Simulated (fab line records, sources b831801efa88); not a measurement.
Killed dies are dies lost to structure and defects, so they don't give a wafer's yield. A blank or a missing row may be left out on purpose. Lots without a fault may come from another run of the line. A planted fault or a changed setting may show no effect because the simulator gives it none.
A struck lot beside a sound one | flow sky130 | 14 steps out of a route of 708
Sound: wafers L265.1, L265.3, L265.6. Struck: wafers L280.3, L280.4, L280.5. The cause comes at the end.
At each step with rows: each side's tool, then ch and its chambers, then its first start. Under that, the readings that differ: sound wafers | struck wafers | difference of the means | sigmas: that difference in standard deviations of wafers without a fault.
alike: readings whose means differ by less than 2 such deviations, and words and numbers that are the same on both sides. not compared: withheld readings, readings that some wafer has no value for, bounds like >300 that may hide the same value, and numbers for which the record gives no deviation and whose values overlap.
The two part at a step that has a row with sigmas, a row that says differs or no value, or rows on one side only. Numbers that don't overlap but have no deviation are shown without sigmas and don't part them. A reading that every wafer of one side lacks parts them only if that side has two wafers or more.

SKY_SONOS_ONO_OVL_MEAS_14:
  sound on overlay-01, day 15 14:32; struck on overlay-01, day 19 11:05
  alike: SONOS_ONO_OVL
SKY_SONOS_ONO_ETCH_15: etches the open film in CHF3/O2, target depth 19.52 nm, time 7.8 s.
  sound on rie_diel-02 ch 0,2, day 15 14:34; struck on rie_diel-02 ch 0,2, day 19 11:07
  alike: drypump_motor_current_A, oes_product_au, throttle_valve_pct
  not compared: rf_hours_counter_h
then, 1 step without rows for these wafers: SKY_SONOS_ONO_WET_ETCH_16 (etches SiO2 in dHF, target depth 14 nm, time 280 s).
SKY_SONOS_ONO_STRIP_17: strips in O2/N2.
  sound on plasma_asher-03 ch 0,1, day 15 14:42; struck on plasma_asher-01 ch 0,1, day 19 11:16
  reading                     | sound          | struck         | difference | sigmas
  drypump_motor_current_A (A) | 5.42 5.67 5.68 | 6.29 5.96 6.29 | +0.59      | +2
  alike: oes_product_au, strip_time_to_endpoint_s
  not compared: rf_hours_counter_h
then, 3 steps without rows for these wafers: SKY_SONOS_ONO_WET_ETCH_18 (etches Si3N4 in H3PO4, target depth 15 nm, time 172 s); SKY_GATE_OXIDE_CLEAN_00 (cleans in SC1/SC2, time 150 s); SKY_GATE_OXIDE_OXIDATION_01 (stabilise 600 s, purge 300 s, target thk 10.268 nm).
SKY_GATE_OXIDE_THK_MEAS_02:
  sound on film_metro-04, day 15 17:02; struck on film_metro-04, day 19 13:22
  alike: GATE_OXIDE_OXIDATION_00_THK
then, 4 steps without rows for these wafers: SKY_GATE_OXIDE_DEHYDRATE_03 (time 60 s); SKY_GATE_OXIDE_HMDS_04 (prime time 60 s); SKY_GATE_OXIDE_COAT_05 (resist thk 1140 nm); SKY_GATE_OXIDE_SOFTBAKE_06 (time 60 s).
SKY_GATE_OXIDE_EXPOSE_07: exposes mask LVOM, target cd 600 nm.
  sound on iline_stepper-01 ch 0, day 16 05:02; struck on iline_stepper-02 ch 0, day 20 04:59
  reading | sound                | struck                        | difference | sigmas
  mask    | LVOM#0 LVOM#0 LVOM#0 | LVOM_R1#0 LVOM_R1#0 LVOM_R1#0 | differs    |
  alike: reticle_temp_C, stage_vel_mm_s
then, 1 step without rows for these wafers: SKY_GATE_OXIDE_PEB_08.

WHERE THEY PART
First at SKY_SONOS_ONO_STRIP_17; last, within this record, at SKY_GATE_OXIDE_EXPOSE_07.

WHY: what the simulator had put in
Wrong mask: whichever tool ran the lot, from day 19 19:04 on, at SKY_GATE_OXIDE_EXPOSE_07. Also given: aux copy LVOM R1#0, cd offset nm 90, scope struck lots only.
